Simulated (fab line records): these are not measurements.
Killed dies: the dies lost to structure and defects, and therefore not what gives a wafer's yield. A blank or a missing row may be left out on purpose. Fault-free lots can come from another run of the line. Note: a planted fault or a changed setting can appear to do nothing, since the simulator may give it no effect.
A lot that was struck, set against a sound lot ; flow sky130 ; 17 out of 708 route steps
Sound: wafers L162.2, L162.3, L162.5. Struck: wafer L174.6; the same lot's L174.3 was not struck, so it is left out; see the end for the cause.
Each step with rows lists, per side, the tool, then ch with its chambers, then its first start. Under that, the readings that differ: sound wafers ; struck wafers ; difference of the means ; sigmas: that difference in standard deviations of wafers without a fault.
alike: same words and numbers on both sides, and readings whose means sit less than 2 such deviations apart. not compared: any withheld reading, any reading some wafer has no value for, any bound like >300 that may hide the same value, and any number with overlapping values for which the record gives no deviation.
The two part at a step that has a row with sigmas, a row that says differs or no value, or rows on one side only. Numbers that have no deviation but don't overlap get no sigmas and don't part them. Lack of a reading on every wafer of one side parts them only where that side has two or more wafers.

SKY_LI_CONTACT_CMP_02: polishes PSG.
  sound on cmp-02 ch 0,1,2, day 28 08:25; struck on cmp-01 ch 2, day 32 18:26
  alike: motor current A, platen rpm, time to endpoint s
SKY_LI_CONTACT_BOW_MEAS_03:
  sound on film metro-02 at day 28 08:44; struck on film metro-02 at day 32 18:46
  alike: LI_CONTACT_BOW
then, 8 steps without rows for these wafers: SKY_LI_CONTACT_DEHYDRATE_04 (time 60 s); SKY_LI_CONTACT_HMDS_05 (prime time 60 s); SKY_LI_CONTACT_COAT_06 (resist thk 60 nm); SKY_LI_CONTACT_COAT_07 (resist thk 450 nm); SKY_LI_CONTACT_SOFTBAKE_08 (time 90 s); SKY_LI_CONTACT_EXPOSE_09 (exposes mask LICM1, target cd 170 nm); SKY_LI_CONTACT_PEB_10; SKY_LI_CONTACT_DEVELOP_11 (develop time 60 s).
SKY_LI_CONTACT_CD_MEAS_12: the cd target is 170 nm.
  sound on cd sem-01 at day 29 12:34; struck on cd sem-02 at day 33 21:32
  alike: cd nm
SKY_LI_CONTACT_OVL_MEAS_13:
  sound on overlay-02 at day 29 12:40; struck on overlay-02 at day 33 21:38
  alike: LI_CONTACT_OVL
SKY_LI_CONTACT_ETCH_14: etches BARC in N2/H2, stops on SiO2, time 45.9 s, target depth 60 nm.
  sound on rie diel-03 ch 2,3, day 29 12:42; struck on rie diel-01 ch 2, day 33 21:39
reading;sound;struck;difference;sigmas
oes product au (a.u.);0.856 0.861 0.862;1.020;+0.160;+34
run length s (s);74.0 75.1 74.0;38.0;-36.4;-79
throttle valve pct (%);13.226 13.217 13.225;13.250;+0.027;+3
model.etch.depth nm (nm);60.23 60.26 60.3;16.77;-43.49;
model.KrF-thick_of_LI_CONTACT_COAT_07.thk nm (nm);395.1 396.1 395.4;426.1;+30.6;
model.LI_CONTACT.cd nm (nm);169.7 170.8 170.5;163;-7;
  alike: drypump motor current A
  not compared: rf hours counter h
SKY_LI_CONTACT_ETCH_15: etches PSG in C4F8/O2/Ar, stops on Si, target depth 600 nm.
  sound on rie diel-03 ch 2,3, day 29 12:44; struck on rie diel-01 ch 2, day 33 21:42
reading;sound;struck;difference;sigmas
model.KrF-thick_of_LI_CONTACT_COAT_07.thk nm (nm);236.4 237.3 235.1;261;+25;
model.LI_CONTACT.cd nm (nm);169.8 171.3 170.3;162.9;-7.6;
  alike: oes product au
SKY_LI_CONTACT_STRIP_16: strips in O2/N2.
  sound on plasma asher-03 ch 0,1, day 29 12:50; struck on plasma asher-03 ch 1, day 33 21:49
reading;sound;struck;difference;sigmas
strip time to endpoint s (s);3.55 3.57 3.51;3.82;+0.28;+8
  alike: drypump motor current A, oes product au
  not compared: rf hours counter h
then, 1 step without rows for these wafers: SKY_LI_CONTACT_CLEAN_17 (cleans in NMP, time 600 s).
-- here the record skips 15 days between the struck wafers' starts before and after, leaving off in module LI_CONTACT and picking up in module PAD_OPEN (first step shown: number 708 of the route) --
SKY_PAD_OPEN_PROBE_99:
  sound on prober-02 at day 46 00:18; struck on prober-02 at day 49 05:49
reading;sound;struck;difference;sigmas
model.etest.licon pdiff.rc ohm;617.1 598.1 628.2;731.6;+117.1;
model.etest.pfet_01v8.r on ohm um;2871 2866 2896;3026;+148;
model.etest.pfet g5v0d10v5.r on ohm um;4708 4741 4689;4978;+265;
model.etest.nfet g5v0d10v5.r on ohm um;1868 1862 1875;1980;+112;
model.etest.nfet_01v8.r on ohm um;825.5 820.6 843.8;913.5;+83.5;
model.etest.licon ndiff.rc ohm;186.7 179.9 177.5;243.5;+62.1;
model.etest.licon high po.rc ohm;360.2 344.1 350.2;396.2;+44.7;
model.etest.sonos uncharged.r on ohm um;806.8 804.9 803.9;865.4;+60.2;
  alike: killed_at_M0_to_M3, killed_at_M4_up, killed at contacts, killed at front end, killed at other, killed dies, killed open, killed short

== WHERE THEY PART ==
Earliest at SKY_LI_CONTACT_ETCH_14; latest, in this record, at SKY_LI_CONTACT_STRIP_16. Later steps at which nothing parts them and some readings are alike: SKY_PAD_OPEN_PROBE_99.

WHY: what had been put in by the simulator
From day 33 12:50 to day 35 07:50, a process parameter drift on rie diel-01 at SKY_LI_CONTACT_ETCH_14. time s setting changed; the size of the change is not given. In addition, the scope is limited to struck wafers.
